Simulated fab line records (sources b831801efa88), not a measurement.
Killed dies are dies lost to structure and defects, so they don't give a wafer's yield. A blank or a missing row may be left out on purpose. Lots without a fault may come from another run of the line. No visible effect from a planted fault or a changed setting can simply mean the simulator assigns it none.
The tool behind it: which one? | flow gf180mcu | 24 lots, 72 wafers sampled, at 6 steps of a route of 602

## WHAT EACH GAUGE READ, for each wafer
GF_V3_THK_MEAS_03. Usual: for V3_CVD_02_THK the level is 850 nm and the standard deviation is 9.6.
lot  | measured     | on            | V3_CVD_02_THK (nm) | flag
L074 | day 22 02:21 | film_metro-03 | 840 840 853        |
L075 | day 22 02:42 | film_metro-02 | 845 843 855        |
L076 | day 22 14:27 | film_metro-01 | 859 858 855        |
L077 | day 22 20:56 | film_metro-03 | 836 827 833        |
L078 | day 23 01:49 | film_metro-02 | 852 855 861        |
L079 | day 23 04:01 | film_metro-02 | 859 861 858        |
L080 | day 23 17:35 | film_metro-03 | 850 858 862        |
L081 | day 24 00:14 | film_metro-03 | 849 833 857        |
L082 | day 24 12:43 | film_metro-01 | 838 851 852        |
L083 | day 25 07:00 | film_metro-02 | 851 843 847        |
L084 | day 25 08:19 | film_metro-01 | 842 848 864        |
L085 | day 25 12:37 | film_metro-03 | 849 861 872        |
L086 | day 25 21:23 | film_metro-03 | 850 854 864        |
L087 | day 26 06:20 | film_metro-02 | 833 854 852        |
L088 | day 26 12:08 | film_metro-02 | 835 847 854        |
L089 | day 26 14:23 | film_metro-03 | 832 849 854        |
L090 | day 26 20:16 | film_metro-03 | 839 847 859        |
L091 | day 27 06:26 | film_metro-03 | 845 848 847        |
L092 | day 27 10:09 | film_metro-03 | 850 854 866        |
L093 | day 28 01:04 | film_metro-03 | 845 855 856        |
L094 | day 28 04:17 | film_metro-03 | 843 833 844        |
L095 | day 28 11:41 | film_metro-03 | 843 847 862        |
L096 | day 28 17:42 | film_metro-01 | 836 834 847        |
L097 | day 28 22:26 | film_metro-02 | 846 838 849        |

GF_M5_OVL_MEAS_08. Usual: for M5_OVL the level is 2 nm and the standard deviation is 4.4.
lot  | measured     | on         | M5_OVL (nm) | flag
L074 | day 26 20:40 | overlay-02 | 8 14 9      |
L075 | day 26 21:37 | overlay-01 | 4 5 6       |
L076 | day 27 08:32 | overlay-01 | -3 5 2      |
L077 | day 27 13:17 | overlay-02 | 1 9 7       |
L078 | day 27 17:29 | overlay-01 | -5 -4 0     |
L079 | day 27 20:34 | overlay-02 | 0 0 1       |
L080 | day 28 08:56 | overlay-01 | 6 0 1       |
L081 | day 28 14:38 | overlay-01 | 6 1 3       |
L082 | day 29 01:24 | overlay-01 | -5 -4 -11   |
L083 | day 29 16:13 | overlay-01 | -2 11 0     |
L084 | day 29 19:52 | overlay-02 | 2 2 13      |
L085 | day 29 22:56 | overlay-02 | 1 1 -1      |
L086 | day 30 05:34 | overlay-01 | 0 2 -4      |
L087 | day 30 15:38 | overlay-01 | 3 2 -4      |
L088 | day 30 19:52 | overlay-02 | 6 -3 -7     |
L089 | day 30 21:58 | overlay-01 | 3 6 0       |
L090 | day 31 04:14 | overlay-02 | 3 3 -4      |
L091 | day 31 12:34 | overlay-01 | 2 3 3       |
L092 | day 31 15:50 | overlay-01 | 0 3 6       |
L093 | day 32 02:59 | overlay-01 | 5 1 -2      |
L094 | day 32 06:17 | overlay-01 | 10 1 2      |
L095 | day 32 13:13 | overlay-01 | 3 -2 -1     |
L096 | day 32 18:05 | overlay-01 | 1 2 7       |
L097 | day 32 21:40 | overlay-01 | 1 -2 -2     |

GF_TOP_METAL_THK_MEAS_06: measures by xrf. Usual: for TOP_METAL_ALCU_THK the level is 898 nm and the standard deviation is 9.3.
lot  | measured     | on            | TOP_METAL_ALCU_THK (nm) | flag
L074 | day 27 20:17 | film_metro-03 | 907 914 903             |
L075 | day 27 21:09 | film_metro-03 | 895 883 901             |
L076 | day 28 08:04 | film_metro-03 | 906 897 916             |
L077 | day 28 13:02 | film_metro-03 | 894 889 902             |
L078 | day 28 17:37 | film_metro-01 | 895 890 898             |
L079 | day 28 20:02 | film_metro-01 | 916 908 907             |
L080 | day 29 07:41 | film_metro-03 | 922 909 917             |
L081 | day 29 13:56 | film_metro-04 | 885 882 890             |
L082 | day 30 00:05 | film_metro-04 | 885 891 897             |
L083 | day 30 13:35 | film_metro-04 | 898 897 889             |
L084 | day 30 17:32 | film_metro-04 | 908 898 909             |
L085 | day 30 20:58 | film_metro-04 | 898 897 899             |
L086 | day 31 03:11 | film_metro-03 | 896 895 892             |
L087 | day 31 13:04 | film_metro-04 | 898 896 900             |
L088 | day 31 16:36 | film_metro-03 | 883 880 886             |
L089 | day 31 18:35 | film_metro-01 | 898 889 880             |
L090 | day 32 01:00 | film_metro-03 | 908 900 903             |
L091 | day 32 09:05 | film_metro-04 | 900 895 897             |
L092 | day 32 12:23 | film_metro-04 | 895 902 895             |
L093 | day 32 22:37 | film_metro-03 | 907 898 909             |
L094 | day 33 01:35 | film_metro-04 | 885 890 893             |
L095 | day 33 08:23 | film_metro-03 | 902 894 895             |
L096 | day 33 13:32 | film_metro-03 | 884 881 894             |
L097 | day 33 16:13 | film_metro-04 | 893 910 901             |

## TOOL THAT RAN EACH LOT (tool first, then ch and the chambers of the sampled wafers, then the start)
lot  | GF_V3_CMP_26                  | GF_V4_CVD_23                  | GF_TOP_METAL_SPUTTER_02
L074 | cmp-01 ch 1,3, day 23 02:48   | cvd_w-02 ch 0,1, day 25 01:48 | pvd_sputter-03, day 27 20:03
L075 | cmp-02 ch 0,2,3, day 23 03:02 | cvd_w-02 ch 0,1, day 25 02:25 | pvd_sputter-04, day 27 20:56
L076 | cmp-01 ch 0,1,3, day 23 15:22 | cvd_w-02 ch 0,1, day 25 13:47 | pvd_sputter-01, day 28 07:51
L077 | cmp-02 ch 0,1,2, day 23 21:02 | cvd_w-02 ch 0, day 25 19:14   | pvd_sputter-03, day 28 12:49
L078 | cmp-02 ch 2,3, day 24 01:53   | cvd_w-01 ch 0,1, day 25 23:34 | pvd_sputter-01, day 28 17:25
L079 | cmp-02 ch 0,1,2, day 24 04:35 | cvd_w-01 ch 1, day 26 02:16   | pvd_sputter-01, day 28 19:49
L080 | cmp-01 ch 1,2, day 24 17:05   | cvd_w-01 ch 0,1, day 26 15:18 | pvd_sputter-01, day 29 07:29
L081 | cmp-01 ch 0,2,3, day 24 23:39 | cvd_w-01 ch 0,1, day 26 20:32 | pvd_sputter-03, day 29 13:43
L082 | cmp-01 ch 1,2,3, day 25 11:34 | cvd_w-01 ch 0,1, day 27 07:14 | pvd_sputter-04, day 29 23:51
L083 | cmp-02 ch 1,2,3, day 26 05:16 | cvd_w-02 ch 0,1, day 27 23:53 | pvd_sputter-04, day 30 13:22
L084 | cmp-02 ch 1,2,3, day 26 06:52 | cvd_w-01 ch 0,1, day 28 02:58 | pvd_sputter-01, day 30 17:19
L085 | cmp-02 ch 0,2, day 26 10:53   | cvd_w-01 ch 0,1, day 28 06:02 | pvd_sputter-03, day 30 20:45
L086 | cmp-01 ch 0,2, day 26 19:17   | cvd_w-02 ch 0,1, day 28 13:55 | pvd_sputter-03, day 31 02:58
L087 | cmp-01 ch 0,1,2, day 27 04:23 | cvd_w-01 ch 0,1, day 28 23:43 | pvd_sputter-01, day 31 12:51
L088 | cmp-02 ch 1,2,3, day 27 10:41 | cvd_w-02 ch 0,1, day 29 05:28 | pvd_sputter-03, day 31 16:22
L089 | cmp-02 ch 0,1,2, day 27 12:28 | cvd_w-01 ch 0, day 29 07:29   | pvd_sputter-04, day 31 18:22
L090 | cmp-02 ch 1,2,3, day 27 18:16 | cvd_w-01 ch 0,1, day 29 13:22 | pvd_sputter-04, day 32 00:47
L091 | cmp-02 ch 0,1,3, day 28 04:13 | cvd_w-01 ch 0,1, day 29 22:33 | pvd_sputter-04, day 32 08:52
L092 | cmp-01 ch 0,2,3, day 28 08:16 | cvd_w-01 ch 0,1, day 30 02:07 | pvd_sputter-01, day 32 12:10
L093 | cmp-02 ch 0,1,3, day 28 22:09 | cvd_w-01 ch 0,1, day 30 14:49 | pvd_sputter-03, day 32 22:23
L094 | cmp-02 ch 1,2,3, day 29 01:49 | cvd_w-02 ch 0,1, day 30 17:38 | pvd_sputter-01, day 33 01:23
L095 | cmp-02 ch 0,1,2, day 29 08:49 | cvd_w-01 ch 0,1, day 31 00:56 | pvd_sputter-01, day 33 08:11
L096 | cmp-01 ch 0,1,2, day 29 15:08 | cvd_w-01 ch 0,1, day 31 06:36 | pvd_sputter-04, day 33 13:19
L097 | cmp-01 ch 1,2,3, day 29 19:13 | cvd_w-02 ch 0,1, day 31 10:04 | pvd_sputter-04, day 33 16:01
- GF_V3_CMP_26: polishes, stops on SiO2, t overpolish 15 s, target thk 0 nm.
- GF_V4_CVD_23: deposits W, target thk 350 nm, time 104.9 s.
- GF_TOP_METAL_SPUTTER_02: material AlCu, target thk 900 nm, time 47.82 s.

## WHAT THE TOOLS THEMSELVES READ (means of the sampled wafers that have a number; where no wafer has one, the mark that the record gives instead)
GF_V3_CMP_26. Usual: motor_current_A 10.5 A, standard deviation 0.62; overpolish_run_s 15.001 s, standard deviation 0.0086; slurry_filter_dp_kPa 13.50 kPa, standard deviation 0.13; time_to_endpoint_s 83.2 s, standard deviation 2.5.
lot  | tool   | motor_current_A (A) | overpolish_run_s (s) | slurry_filter_dp_kPa (kPa) | time_to_endpoint_s (s) | flag
L074 | cmp-01 | 9.9                 | 14.992               | 13.50                      | 83.8                   |
L075 | cmp-02 | 10.8                | 14.999               | 13.56                      | 83.7                   |
L076 | cmp-01 | 9.9                 | 15.011               | 13.50                      | 80.7                   |
L077 | cmp-02 | 10.7                | 15.009               | 13.49                      | 83.1                   |
L078 | cmp-02 | 10.8                | 15.006               | 13.51                      | 83.5                   |
L079 | cmp-02 | 10.6                | 14.998               | 13.38                      | 77.6                   |
L080 | cmp-01 | 10.4                | 15.000               | 13.42                      | 84.7                   |
L081 | cmp-01 | 10.0                | 15.009               | 13.62                      | 84.4                   |
L082 | cmp-01 | 10.1                | 15.000               | 13.60                      | 84.8                   |
L083 | cmp-02 | 10.3                | 14.998               | 13.49                      | 81.4                   |
L084 | cmp-02 | 10.8                | 15.009               | 13.52                      | 82.3                   |
L085 | cmp-02 | 11.2                | 14.996               | 13.36                      | 82.7                   |
L086 | cmp-01 | 9.9                 | 15.002               | 13.58                      | 85.0                   |
L087 | cmp-01 | 10.7                | 15.002               | 13.44                      | 83.1                   |
L088 | cmp-02 | 10.7                | 15.007               | 13.51                      | 84.1                   |
L089 | cmp-02 | 10.6                | 14.995               | 13.46                      | 85.1                   |
L090 | cmp-02 | 10.9                | 14.999               | 13.35                      | 85.3                   |
L091 | cmp-02 | 10.8                | 14.997               | 13.56                      | 84.6                   |
L092 | cmp-01 | 10.2                | 15.009               | 13.66                      | 82.6                   |
L093 | cmp-02 | 11.0                | 14.998               | 13.49                      | 82.7                   |
L094 | cmp-02 | 10.5                | 15.011               | 13.56                      | 83.3                   |
L095 | cmp-02 | 10.8                | 14.998               | 13.50                      | 83.0                   |
L096 | cmp-01 | 10.4                | 14.996               | 13.49                      | 81.3                   |
L097 | cmp-01 | 9.8                 | 14.995               | 13.55                      | 83.9                   |

GF_V4_CVD_23. Usual: heater_power_w 775 W, standard deviation 42.
lot  | tool     | heater_power_w (W) | flag
L074 | cvd_w-02 | 745                |
L075 | cvd_w-02 | 749                |
L076 | cvd_w-02 | 762                |
L077 | cvd_w-02 | 778                |
L078 | cvd_w-01 | 797                |
L079 | cvd_w-01 | 740                |
L080 | cvd_w-01 | 759                |
L081 | cvd_w-01 | 764                |
L082 | cvd_w-01 | 809                |
L083 | cvd_w-02 | 756                |
L084 | cvd_w-01 | 806                |
L085 | cvd_w-01 | 784                |
L086 | cvd_w-02 | 753                |
L087 | cvd_w-01 | 789                |
L088 | cvd_w-02 | 748                |
L089 | cvd_w-01 | 832                |
L090 | cvd_w-01 | 787                |
L091 | cvd_w-01 | 807                |
L092 | cvd_w-01 | 766                |
L093 | cvd_w-01 | 826                |
L094 | cvd_w-02 | 788                |
L095 | cvd_w-01 | 768                |
L096 | cvd_w-01 | 804                |
L097 | cvd_w-02 | 761                |

GF_TOP_METAL_SPUTTER_02. Usual: throttle_valve_pct 30.5 %, standard deviation 0.83.
lot  | tool           | throttle_valve_pct (%) | flag
L074 | pvd_sputter-03 | 30.3                   |
L075 | pvd_sputter-04 | 30.8                   |
L076 | pvd_sputter-01 | 29.6                   |
L077 | pvd_sputter-03 | 31.1                   |
L078 | pvd_sputter-01 | 29.5                   |
L079 | pvd_sputter-01 | 29.5                   |
L080 | pvd_sputter-01 | 29.5                   |
L081 | pvd_sputter-03 | 31.0                   |
L082 | pvd_sputter-04 | 31.1                   |
L083 | pvd_sputter-04 | 31.2                   |
L084 | pvd_sputter-01 | 29.7                   |
L085 | pvd_sputter-03 | 30.9                   |
L086 | pvd_sputter-03 | 31.0                   |
L087 | pvd_sputter-01 | 29.6                   |
L088 | pvd_sputter-03 | 31.0                   |
L089 | pvd_sputter-04 | 30.8                   |
L090 | pvd_sputter-04 | 30.9                   |
L091 | pvd_sputter-04 | 31.2                   |
L092 | pvd_sputter-01 | 29.4                   |
L093 | pvd_sputter-03 | 31.6                   |
L094 | pvd_sputter-01 | 29.8                   |
L095 | pvd_sputter-01 | 29.9                   |
L096 | pvd_sputter-04 | 31.1                   |
L097 | pvd_sputter-04 | 30.9                   |

## THE ANSWER, worked out from the rows above alone
Rule: lot off if the mean of its wafers having a number is beyond 3 standard deviations from the usual mean. A lot without any number at a reading at which 4 lots or more have one is off too. Any other lot the step has rows for is counted as sound. The gauges are gone through in route order, then the tools' own readings, and for those a lot's mean is taken as printed above. The first step at which some lot is off is used, and at that step the reading that is off furthest; a lot without a number counts as furthest.
None of the lots is off at any reading shown; this tells nothing.

## WHAT HAD BEEN PUT IN BY THE SIMULATOR
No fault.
